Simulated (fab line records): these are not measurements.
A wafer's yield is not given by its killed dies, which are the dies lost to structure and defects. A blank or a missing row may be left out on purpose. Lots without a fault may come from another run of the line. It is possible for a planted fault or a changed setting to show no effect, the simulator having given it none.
Chamber matching | flow sky130 | SKY_FIELD_ISO_ETCH_17 on rie_si-02: 4 sister chambers
The step etches Si in HBr/Cl2/O2, target depth 342 nm, time 97.7 s. 8 wafers are shown with their chamber, then 8 later ones without.

EACH WAFER AND ITS CHAMBER
wafer  | chamber | drypump_motor_current_A (A) | he_backside_leak_sccm (sccm)
L197.2 | 2       | 6.5                         | 3.0
L198.1 | 2       | 6.4                         | 3.1
L198.2 | 1       | 5.3                         | 2.7
L199.4 | 0       | 5.8                         | 2.8
L199.6 | 0       | 5.8                         | 2.7
L201.1 | 3       | 6.2                         | 2.7
L201.2 | 1       | 5.3                         | 2.7
L201.6 | 3       | 6.3                         | 2.7

WAFERS WITH NO CHAMBER GIVEN
wafer  | drypump_motor_current_A (A) | he_backside_leak_sccm (sccm)
L202.2 | 5.3                         | 2.6
L202.4 | 6.3                         | 2.5
L202.5 | 5.4                         | 2.6
L203.1 | 5.3                         | 2.5
L203.3 | 5.8                         | 2.9
L203.4 | 6.4                         | 2.6
L206.3 | 6.5                         | 2.8
L206.5 | 6.5                         | 2.8

EACH ONE'S CHAMBER
wafer  | from the rows above     | in truth
L202.2 | 1                       | 1
L202.4 | 3                       | 3
L202.5 | 1                       | 1
L203.1 | 1                       | 1
L203.3 | 0                       | 0
L203.4 | 3                       | 3
L206.3 | can't be placed: 2 or 3 | 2
L206.5 | can't be placed: 2 or 3 | 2
Placed correctly: 6 of 8. Not placeable from these rows: 2 (in 2, the candidates include the true chamber). Wrongly placed: 0.
How it was worked out, from the rows above alone: a wafer's distance from a chamber is the root of the sum, over the readings, of the square of ((its reading less the chamber's mean) divided by the reading's scatter). The wafer belongs to the nearest chamber; if the next one is less than 2 further off, it can't be placed. The mean given for a chamber averages the wafers shown for that chamber. The scatter: the root of (the sum of the squares of (reading less its chamber's mean) over the shown wafers, divided by (wafers less chambers)).
